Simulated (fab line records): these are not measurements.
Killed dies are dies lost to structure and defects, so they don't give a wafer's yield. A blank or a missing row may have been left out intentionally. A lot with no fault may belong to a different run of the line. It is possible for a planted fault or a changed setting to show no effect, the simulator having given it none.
fab line records | flow sky130
record lots=13 | wafers=39 | lastDay=50
route steps=708 shown NWELL@34 PWDE@49 LDD_N@244 LDD_LDN@296 PAD_OPEN@708
lots untouched by any fault: they come from a run of this same line in which no faults occurred
startH: the number of hours between the record's first day and the start of the first shown wafer of the lot | waitH: how many hours have passed since the lot's step before this one | " same as the row above | L1.1+2: several wafers, shown together as one row | - either no value or no given start | * or withheld: withheld | < > ~ a bound
route shown NAME@n: a module of which the file shows steps, and the number in the route of the first | usual: mean/standard deviation of fault-free wafers | same: alike in all rows | chamber/n: place in a boat | sites: the reading at each site | _std_site: their standard deviation | _edge_site: the outer-site mean with the inner-site mean subtracted | radiusMm: for every site, how far away it sits from the centre of the wafer | mask NAME#n: copy n | behind: the most recent tool/chamber to have shaped the wafer | hold: why the lot went on hold/how many hours it stayed there/how the hold came to an end | device: whichever transistor did not switch (one of n, p or np) | end of line: tests of these same wafers at the route's end | a step given without rows: its recipe and nothing more | killed: dies that structure and defects cost at the first sort, which is not the same as the wafer's yield | map: dies across one wafer; x = killed, . = not, _ = none there
set.NAME: the setting the step ran with; set.NAME@STEP: the setting that earlier step ran with | model.NAME: the simulator's own value behind a step, which no gauge read
a sample of lots followed through the steps of the route, with each step as a table and each wafer as a row
services: the hour from which a tool's chamber was out of use, counted from the record's first day as startH (under 0 if before that day), plus the number of hours and why
## steps
# step SKY_NWELL_THK_MEAS_02
# recipe reads=SiO2_of_NWELL_OXIDATION_01
# usual NWELL_OXIDATION_THK=10.01/0.21
lot.wafer | tool         | chamber | startH | waitH | NWELL_OXIDATION_THK[nm]
L352.1    | filmMetro-02 | -       | 35.08  | 0.0   | 9.80
L352.4    | "            | -       | "      | "     | 9.69
L352.5    | "            | -       | "      | "     | 9.83
L353.1    | filmMetro-01 | -       | 40.74  | 0.0   | 10.31
L353.4    | "            | -       | "      | "     | 10.15
L353.5    | "            | -       | "      | "     | 10.17
L354.2    | filmMetro-03 | -       | 48.84  | 0.0   | 9.91
L354.5    | "            | -       | "      | "     | 9.97
L354.6    | "            | -       | "      | "     | 10.22
L357.1    | filmMetro-01 | -       | 61.65  | 0.0   | 9.83
L357.3    | "            | -       | "      | "     | 9.93
L357.6    | "            | -       | "      | "     | 9.79
L358.3    | filmMetro-03 | -       | 70.42  | 0.0   | 9.95
L358.5    | "            | -       | "      | "     | 9.94
L358.6    | "            | -       | "      | "     | 9.96
L359.1    | filmMetro-01 | -       | 77.35  | 0.0   | 10.00
L359.2    | "            | -       | "      | "     | 10.05
L359.5    | "            | -       | "      | "     | 10.09
L360.3    | filmMetro-03 | -       | 80.18  | 0.0   | 10.12
L360.4    | "            | -       | "      | "     | 10.06
L360.5    | "            | -       | "      | "     | 9.93
L363.3    | filmMetro-01 | -       | 93.53  | 0.0   | 10.11
L363.4    | "            | -       | "      | "     | 9.86
L363.6    | "            | -       | "      | "     | 10.00
L371.2    | filmMetro-03 | -       | 133.16 | 0.0   | 9.75
L371.3    | "            | -       | "      | "     | 9.60
L371.6    | "            | -       | "      | "     | 9.69
L372.1    | filmMetro-01 | -       | 138.84 | 0.0   | 9.72
L372.2    | "            | -       | "      | "     | 9.72
L372.3    | "            | -       | "      | "     | 9.66
L373.1    | filmMetro-01 | -       | 144.54 | 0.0   | 10.09
L373.4    | "            | -       | "      | "     | 10.12
L373.5    | "            | -       | "      | "     | 10.12
L374.2    | filmMetro-01 | -       | 151.03 | 0.0   | 9.75
L374.3    | "            | -       | "      | "     | 9.56
L374.4    | "            | -       | "      | "     | 9.80
L375.1    | filmMetro-03 | -       | 156.44 | 0.0   | 10.16
L375.3    | "            | -       | "      | "     | 10.14
L375.4    | "            | -       | "      | "     | 10.03
# step SKY_PWDE_EXPOSE_04
# recipe maskId=PWDEM | na=0.6 | sourceShape=conventional | sigmaOuter=0.6 | polarization=unpolarized | targetCdNm=840 | doseMj=214
lot.wafer  | tool            | chamber | startH | waitH | mask
L352.1+4+5 | ilineStepper-02 | 0       | 58.00  | -     | PWDEM#0
L353.1+4+5 | ilineStepper-02 | 0       | 63.76  | -     | PWDEM#0
L354.2+5+6 | ilineStepper-02 | 0       | 72.08  | -     | PWDEM#0
L357.1+3+6 | ilineStepper-02 | 0       | 87.04  | -     | PWDEM#0
L358.3+5+6 | ilineStepper-01 | 0       | 95.57  | -     | PWDEM#0
L359.1+2+5 | ilineStepper-02 | 0       | 101.99 | -     | PWDEM#0
L360.3+4+5 | ilineStepper-02 | 0       | 105.35 | -     | PWDEM#0
L363.3+4+6 | ilineStepper-02 | 0       | 120.82 | -     | PWDEM_R1#0
L371.2+3+6 | ilineStepper-02 | 0       | 162.48 | -     | PWDEM#0
L372.1+2+3 | ilineStepper-02 | 0       | 167.90 | -     | PWDEM#0
L373.1+4+5 | ilineStepper-02 | 0       | 175.00 | -     | PWDEM#0
L374.2+3+4 | ilineStepper-02 | 0       | 180.88 | -     | PWDEM#0
L375.1+3+4 | ilineStepper-02 | 0       | 186.80 | -     | PWDEM#0
# step SKY_LDD_N_OVL_MEAS_07
# usual LDD_N_OVL=0.4/1.1
lot.wafer | tool       | chamber | startH | waitH | LDD_N_OVL[nm]
L352.1    | overlay-01 | -       | 397.30 | 0.1   | 0.3
L352.4    | "          | -       | "      | "     | -0.1
L352.5    | "          | -       | "      | "     | -1.5
L353.1    | overlay-02 | -       | 405.21 | 0.1   | 0.9
L353.4    | "          | -       | "      | "     | -1.3
L353.5    | "          | -       | "      | "     | -0.9
L354.2    | overlay-01 | -       | 423.96 | 0.1   | -1.2
L354.5    | "          | -       | "      | "     | -0.5
L354.6    | "          | -       | "      | "     | -0.1
L357.1    | overlay-01 | -       | 446.06 | 0.1   | -2.3
L357.3    | "          | -       | "      | "     | 0.2
L357.6    | "          | -       | "      | "     | -1.3
L358.3    | overlay-02 | -       | 463.91 | 0.1   | 1.1
L358.5    | "          | -       | "      | "     | 1.1
L358.6    | "          | -       | "      | "     | -0.2
L359.1    | overlay-02 | -       | 475.05 | 0.1   | 1.4
L359.2    | "          | -       | "      | "     | 1.1
L359.5    | "          | -       | "      | "     | 1.2
L360.3    | overlay-02 | -       | 476.07 | 0.1   | 0.7
L360.4    | "          | -       | "      | "     | 0.5
L360.5    | "          | -       | "      | "     | 0.5
L363.3    | overlay-01 | -       | 502.92 | 0.1   | 1.7
L363.4    | "          | -       | "      | "     | 2.2
L363.6    | "          | -       | "      | "     | 1.9
L371.2    | overlay-01 | -       | 566.72 | 0.1   | 2.2
L371.3    | "          | -       | "      | "     | 1.3
L371.6    | "          | -       | "      | "     | 0.4
L372.1    | overlay-01 | -       | 577.16 | 0.1   | 2.4
L372.2    | "          | -       | "      | "     | 0.3
L372.3    | "          | -       | "      | "     | 2.1
L373.1    | overlay-02 | -       | 584.21 | 0.1   | -0.4
L373.4    | "          | -       | "      | "     | -0.7
L373.5    | "          | -       | "      | "     | 0.6
L374.2    | overlay-02 | -       | 591.27 | 0.1   | 0.7
L374.3    | "          | -       | "      | "     | 1.6
L374.4    | "          | -       | "      | "     | -0.1
L375.1    | overlay-01 | -       | 595.70 | 0.1   | -1.5
L375.3    | "          | -       | "      | "     | -0.2
L375.4    | "          | -       | "      | "     | -0.2
# step SKY_LDD_LDN_OVL_MEAS_07
# usual LDD_LDN_OVL=0.6/1.4
lot.wafer | tool       | chamber | startH | waitH | LDD_LDN_OVL[nm]
L352.1    | overlay-01 | -       | 520.85 | 0.1   | 0.5
L352.4    | "          | -       | "      | "     | -0.6
L352.5    | "          | -       | "      | "     | 1.0
L353.1    | overlay-01 | -       | 527.71 | 0.1   | -0.6
L353.4    | "          | -       | "      | "     | -1.8
L353.5    | "          | -       | "      | "     | 0.1
L354.2    | overlay-02 | -       | 547.52 | 0.1   | -1.4
L354.5    | "          | -       | "      | "     | 0.1
L354.6    | "          | -       | "      | "     | -0.9
L357.1    | overlay-02 | -       | 568.65 | 0.1   | 2.1
L357.3    | "          | -       | "      | "     | 0.4
L357.6    | "          | -       | "      | "     | 2.3
L358.3    | overlay-02 | -       | 585.42 | 0.1   | 2.1
L358.5    | "          | -       | "      | "     | 2.2
L358.6    | "          | -       | "      | "     | 3.7
L359.1    | overlay-02 | -       | 597.85 | 0.1   | 3.5
L359.2    | "          | -       | "      | "     | 1.8
L359.5    | "          | -       | "      | "     | 3.5
L360.3    | overlay-02 | -       | 598.16 | 0.1   | 0.1
L360.4    | "          | -       | "      | "     | 0.0
L360.5    | "          | -       | "      | "     | -0.3
L363.3    | overlay-02 | -       | 622.07 | 0.1   | 0.7
L363.4    | "          | -       | "      | "     | -1.9
L363.6    | "          | -       | "      | "     | -1.9
L371.2    | overlay-02 | -       | 681.97 | 0.1   | 0.1
L371.3    | "          | -       | "      | "     | 0.4
L371.6    | "          | -       | "      | "     | 0.3
L372.1    | overlay-02 | -       | 691.61 | 0.1   | -0.3
L372.2    | "          | -       | "      | "     | 0.8
L372.3    | "          | -       | "      | "     | 1.8
L373.1    | overlay-01 | -       | 697.75 | 0.1   | 2.4
L373.4    | "          | -       | "      | "     | 1.5
L373.5    | "          | -       | "      | "     | 3.3
L374.2    | overlay-01 | -       | 706.72 | 0.1   | 0.7
L374.3    | "          | -       | "      | "     | 1.0
L374.4    | "          | -       | "      | "     | 0.1
L375.1    | overlay-01 | -       | 709.56 | 0.1   | 1.3
L375.3    | "          | -       | "      | "     | 0.7
L375.4    | "          | -       | "      | "     | -0.7
# step SKY_PAD_OPEN_PROBE_99
# usual killed_at_M0_to_M3=43/6.9 | killed_at_M4_up=3.2/2 | killedAtContacts=25/5.1 | killedAtFrontEnd=15/4.5 | killedAtOther=0.2/0.51 | killedDies=85/9.5 | killedOpen=48/6.9 | killedShort=38/6.7
# same grossDies=492 | killedAtBackSide=0
lot.wafer | tool      | chamber | startH  | waitH | killed_at_M0_to_M3 | killed_at_M4_up | killedAtContacts | killedAtFrontEnd | killedAtOther | killedDies | killedOpen | killedShort
L363.3    | prober-01 | -       | 1139.44 | 0.2   | 44                 | 7               | 20               | 94               | 0             | 165        | 43         | 38
L363.4    | prober-01 | -       | 1139.49 | 0.2   | 43                 | 6               | 26               | 112              | 0             | 187        | 58         | 38
L363.6    | prober-01 | -       | 1139.59 | 0.2   | 60                 | 2               | 27               | 101              | 0             | 190        | 56         | 48
# killed by level:class
L363.3 PWDE:areaExpose=84 VIA1:geometricParticle:open=10 CONTACT:geometricParticle:open=7 VIA3:geometricParticle:open=7 METAL2:geometricParticle:short=6 METAL4:geometricParticle:short=5 LOCAL_INTERCONNECT:geometricParticle:short=5 CONTACT:geometricParticle:short=5
L363.4 PWDE:areaExpose=91 VIA1:geometricParticle:open=13 CONTACT:geometricParticle:open=10 VIA3:geometricParticle:open=9 FIELD_ISO:geometricParticle:short=8 LI_CONTACT:geometricParticle:open=8 FIELD_ISO:geometricParticle:open=5 METAL4:geometricParticle:short=5
L363.6 PWDE:areaExpose=86 VIA1:geometricParticle:open=19 VIA2:geometricParticle:open=11 LI_CONTACT:geometricParticle:open=7 CONTACT:geometricParticle:open=7 CONTACT:geometricParticle:short=7 FIELD_ISO:geometricParticle:short=6 METAL3:geometricParticle:short=6
## services
tool            | chamber | startH | hours | kind
ilineStepper-01 | -       | 45.38  | 4.4   | pm
ilineStepper-02 | -       | 106.78 | 4.3   | pm
ilineStepper-02 | -       | 111.74 | 7.9   | repair
## key
firstSign step=SKY_PWDE_EXPOSE_04 | reading=mask | direction=changed
effect step=SKY_PAD_OPEN_PROBE_99 | reading=killedAtFrontEnd | direction=up | sigmas=19 | usual=15 | struck=102
moreKillsBornAt SKY_PWDE_EXPOSE_04@ilineStepper-02=261
metAt SKY_PWDE_EXPOSE_04
struckLots L363
testerLeftOut L363
notActingAt SKY_NWELL_THK_MEAS_02,SKY_LDD_N_OVL_MEAS_07,SKY_LDD_LDN_OVL_MEAS_07
onsetBetween 105.35 120.82
fault kind=wrongMask | tool=any | chamber=- | onsetH=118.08 | steps=SKY_PWDE_EXPOSE_04 | auxCopy=PWDEM_R1#0 | cdOffsetNm=126 | scope=struckLotsOnly
# testerLeftOut: of these lots the tester's yield and bins aren't shown, on N5 and GAA mostly nor the transistor test; their killed dies are dies lost to structure and defects alone, not to doping, threshold or leakage, so they don't give the yield
